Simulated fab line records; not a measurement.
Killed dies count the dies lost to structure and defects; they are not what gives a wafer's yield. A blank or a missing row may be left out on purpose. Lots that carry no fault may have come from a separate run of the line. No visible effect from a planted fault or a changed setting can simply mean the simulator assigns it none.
Struck lot and sound lot, side by side || flow sky130 || 31 out of 708 route steps
Sound: the wafers L602.2, L602.3, L602.4. Wafers L612.4, L612.5, L612.6 were the ones struck. The cause is named last.
At each step with rows: each side's tool, then ch and its chambers, then its first start. Under that, the readings that differ: sound wafers || struck wafers || difference of the means || sigmas: that difference in standard deviations of wafers without a fault.
alike: a reading whose means differ by less than 2 such deviations, as well as words and numbers matching on both sides. not compared: withheld readings; readings where some wafer has no value; bounds like >300 that might hide an equal value; numbers whose values overlap and for which the record gives no deviation.
The two part at a step that has a row with sigmas, a row that says differs or no value, or rows on one side only. When numbers do not overlap yet have no deviation, they are printed without sigmas and do not part them. A reading that every wafer of one side lacks parts them only if that side has two wafers or more.

SKY_PWDE_OVL_MEAS_07:
  sound on overlay-02, day 5 11:21; struck on overlay-02, day 7 21:04
  alike: PWDE_OVL
after that, 1 step had no rows for these wafers: SKY_PWDE_IMPLANT_08.
SKY_PWDE_STRIP_09: strips in O2/N2.
  sound on plasma-asher-01 ch 0,1, day 5 11:32; struck on plasma-asher-02 ch 0,1, day 7 21:16
  alike: drypump-motor-current-A, oes-product-au, strip-time-to-endpoint-s
  not compared: rf-hours-counter-h
SKY_PWDE_TW_MEAS_10:
  sound on film-metro-01, day 5 11:38; struck on film-metro-02, day 7 21:22
  alike: PWDE_TW
then, 7 steps without rows for these wafers: SKY_NWELL_DEHYDRATE_03 (time 60 s); SKY_NWELL_HMDS_04 (prime time 60 s); SKY_NWELL_COAT_05 (resist thk 3000 nm); SKY_NWELL_SOFTBAKE_06; SKY_NWELL_EXPOSE_07 (exposes mask NWM, target cd 840 nm); SKY_NWELL_PEB_08; SKY_NWELL_DEVELOP_09 (develop time 60 s).
SKY_NWELL_OVL_MEAS_10:
  sound on overlay-01, day 6 05:41; struck on overlay-02, day 8 17:07
  alike: NWELL_00_OVL
SKY_NWELL_IMPLANT_11:
  sound on implanter-04 ch 0, day 6 05:44; struck on implanter-04 ch 0, day 8 17:13
{"reading": "dose-ions-cm2", "sound": "1.8991e+13 1.902e+13 1.8993e+13", "struck": "2.0291e+13 2.0251e+13 2.0251e+13", "difference": "+1.2630e+12", "sigmas": "+55"}
{"reading": "faraday-current-uA", "sound": "110.7 107.6 110.3", "struck": "116.5 114.7 115.8", "difference": "+6.1", "sigmas": "+3"}
  alike: end-station-pressure-torr
then, 2 steps without rows for these wafers: SKY_NWELL_IMPLANT_12; SKY_NWELL_IMPLANT_13.
SKY_NWELL_STRIP_14: strips in O2/N2.
  sound on plasma-asher-01 ch 0,1, day 6 06:10; struck on plasma-asher-01 ch 0,1, day 8 17:37
  alike: drypump-motor-current-A, oes-product-au, strip-time-to-endpoint-s
  not compared: rf-hours-counter-h
SKY_NWELL_TW_MEAS_15:
  sound on film-metro-03, day 6 06:17; struck on film-metro-02, day 8 17:43
  alike: NWELL_TW
then, 7 steps without rows for these wafers: SKY_NWELL_DEHYDRATE_16 (time 60 s); SKY_NWELL_HMDS_17 (prime time 60 s); SKY_NWELL_COAT_18 (resist thk 3000 nm); SKY_NWELL_SOFTBAKE_19; SKY_NWELL_EXPOSE_20 (exposes mask NWM COMPLEMENT, target cd 840 nm); SKY_NWELL_PEB_21; SKY_NWELL_DEVELOP_22 (develop time 60 s).
SKY_NWELL_OVL_MEAS_23:
  sound on overlay-02, day 7 02:10; struck on overlay-01, day 9 15:34
  alike: NWELL_01_OVL
after that, 1 step had no rows for these wafers: SKY_NWELL_IMPLANT_24.
SKY_NWELL_STRIP_25: strips in O2/N2.
  sound on plasma-asher-03 ch 0,1, day 7 02:20; struck on plasma-asher-01 ch 0,1, day 9 15:46
{"reading": "drypump-motor-current-A (A)", "sound": "5.3 5.2 5.3", "struck": "6.1 6.1 5.9", "difference": "+0.8", "sigmas": "+2"}
  alike: oes-product-au, strip-time-to-endpoint-s
  not compared: rf-hours-counter-h
SKY_NWELL_TW_MEAS_26:
  sound on film-metro-01, day 7 02:27; struck on film-metro-02, day 9 15:52
  alike: NWELL_2_TW
then, 1 step without rows for these wafers: SKY_NWELL_CLEAN_27 (cleans in SC1/SC2, time 150 s).
SKY_NWELL_RTA_28: time 30 s.
  sound on rtp-anneal-02 ch 0, day 7 02:34; struck on rtp-anneal-02 ch 0, day 9 16:03
  alike: anneal-temp-c-max, lamp-power-pct, ramp-down-c-per-s, wafer_temp_C_max
SKY_NWELL_RS_MEAS_29: the measuring method here is four-point-probe.
  sound on film-metro-03, day 7 02:40; struck on film-metro-02, day 9 16:10
{"reading": "NWELL_RS (ohm/sq)", "sound": "625.9 626.1 626.2", "struck": "604.8 606.7 604.3", "difference": -20.8, "sigmas": -12}

WHERE THEY PART
At SKY_NWELL_IMPLANT_11 first; at SKY_NWELL_RS_MEAS_29 last (within this record only).

WHY: what the simulator had put in
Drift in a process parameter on implanter-04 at SKY_NWELL_IMPLANT_11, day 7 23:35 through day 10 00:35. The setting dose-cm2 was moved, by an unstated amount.
